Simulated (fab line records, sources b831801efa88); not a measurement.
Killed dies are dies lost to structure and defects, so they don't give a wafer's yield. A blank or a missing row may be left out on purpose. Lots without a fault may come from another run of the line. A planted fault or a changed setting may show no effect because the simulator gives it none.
Which tool did it? | flow sfq_line | 13 lots, 38 wafers sampled, at 2 steps of a route of 325

WHAT THE GAUGES READ, wafer by wafer
SFQ_M6_RS_MEAS_938: measures by four-point-probe. Usual: M6_NB_RS 0.893 ohm/sq, standard deviation 0.011.
lot  | measured     | on            | M6_NB_RS (ohm/sq) | flag
L272 | day 69 17:42 | film_metro-02 | 0.897 0.890 0.886 |
L273 | day 69 20:06 | film_metro-04 | 0.892 0.907 0.891 |
L274 | day 69 22:38 | film_metro-02 | 0.884 0.863 0.874 |
L275 | day 70 15:37 | film_metro-01 | 0.895 0.895 0.901 |
L276 | day 70 20:24 | film_metro-02 | 0.881 0.876 0.875 |
L277 | day 71 12:31 | film_metro-02 | 0.898 0.888 0.901 |
L279 | day 73 23:02 | film_metro-01 | 0.910 0.917 0.908 |
L280 | day 74 01:25 | film_metro-01 | 0.886 0.886 0.887 |
L281 | day 74 08:37 | film_metro-02 | 0.901 0.906 0.897 |
L287 | day 79 18:58 | film_metro-01 | 0.885 0.898       |
L291 | day 80 09:20 | film_metro-01 | 0.889 0.891 0.894 |
L292 | day 80 11:46 | film_metro-02 | 0.882 0.884 0.876 |
L294 | day 80 20:08 | film_metro-04 | 0.899 0.916 0.903 |

WHICH TOOL RAN EACH LOT (tool, then ch and the chambers of the sampled wafers, then the start)
lot  | SFQ_TRILAYER_I4_VIA_BARC_OPEN_VIA_ETCH_146
L272 | rie_diel-04 ch 0,2,3, day 59 15:20
L273 | rie_diel-03 ch 0,1,2, day 60 02:08
L274 | rie_diel-04 ch 0,1,3, day 60 15:20
L275 | rie_diel-04 ch 0,2,3, day 60 20:15
L276 | rie_diel-04 ch 0,1,3, day 61 02:15
L277 | rie_diel-03 ch 0,1, day 61 23:51
L279 | rie_diel-04 ch 0,1, day 64 00:06
L280 | rie_diel-04 ch 0,1,2, day 64 03:42
L281 | rie_diel-03 ch 1,2,3, day 64 09:42
L287 | rie_diel-04 ch 0,1, day 65 18:14
L291 | rie_diel-03 ch 0,1,2, day 66 15:57
L292 | rie_diel-01 ch 1,2,3, day 66 21:57
L294 | rie_diel-03 ch 0,2,3, day 67 06:21
- SFQ_TRILAYER_I4_VIA_BARC_OPEN_VIA_ETCH_146: etches BARC in O2, target depth 125 nm, time 41.7 s.

WHAT THE TOOLS THEMSELVES READ (means of the sampled wafers that have a number; where no wafer has one, the mark that the record gives instead)
SFQ_TRILAYER_I4_VIA_BARC_OPEN_VIA_ETCH_146. Usual: drypump_motor_current_A 5.5 A, standard deviation 0.35; oes_product_au 0.685 a.u., standard deviation 0.0049; run_length_s 70.2 s, standard deviation 0.42.
lot  | tool        | drypump_motor_current_A (A) | oes_product_au (a.u.) | run_length_s (s) | flag
L272 | rie_diel-04 | 5.1                         | 0.684                 | 69.7             |
L273 | rie_diel-03 | 5.6                         | 0.690                 | 70.2             |
L274 | rie_diel-04 | 5.5                         | 0.687                 | 69.7             |
L275 | rie_diel-04 | 5.1                         | 0.686                 | 69.8             |
L276 | rie_diel-04 | 5.5                         | 0.690                 | 69.8             |
L277 | rie_diel-03 | 5.6                         | 0.684                 | 70.2             |
L279 | rie_diel-04 | 5.6                         | 0.684                 | 70.0             |
L280 | rie_diel-04 | 5.3                         | 0.688                 | 70.0             |
L281 | rie_diel-03 | 5.5                         | 0.686                 | 70.4             |
L287 | rie_diel-04 | 5.5                         | 0.675                 | 71.7             | OFF
L291 | rie_diel-03 | 5.6                         | 0.685                 | 70.4             |
L292 | rie_diel-01 | 5.7                         | 0.685                 | 70.1             |
L294 | rie_diel-03 | 5.6                         | 0.687                 | 70.2             |

THE ANSWER, worked out from the rows above alone
Rule: a lot is off if the mean of its wafers that have a number lies more than 3 standard deviations from the usual mean. A lot without any number at a reading at which 4 lots or more have one is off too. The other lots that the step has rows for count as sound. The gauges are gone through in route order, then the tools' own readings, and for those a lot's mean is taken as printed above. The first step at which some lot is off is used, and at that step the reading that is off furthest; a lot without a number counts as furthest.
Off: L287, at SFQ_TRILAYER_I4_VIA_BARC_OPEN_VIA_ETCH_146 (run_length_s).
A tool fits if, at that step or a process step before it, it ran every lot that is off, and no sound lot after the first of them. One fits: rie_diel-04 at SFQ_TRILAYER_I4_VIA_BARC_OPEN_VIA_ETCH_146. Its last sound lot is L280 (day 64 03:42), its first lot that is off L287 (day 65 18:14): a fault that began between those two fits.
The tool's own readings at SFQ_TRILAYER_I4_VIA_BARC_OPEN_VIA_ETCH_146 bear it out: on the lots that are off they differ by more than 5 times the standard deviation of the sound lots' means. oes_product_au reads 0.675 a.u. there against 0.686 a.u. on the sound lots; run_length_s reads 71.7 s there against 70.0 s on the sound lots.

WHAT THE SIMULATOR HAD PUT IN
Process parameter drift: rie_diel-04, from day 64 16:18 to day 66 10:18, at SFQ_TRILAYER_I4_VIA_BARC_OPEN_VIA_ETCH_146. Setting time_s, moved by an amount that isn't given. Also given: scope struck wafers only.
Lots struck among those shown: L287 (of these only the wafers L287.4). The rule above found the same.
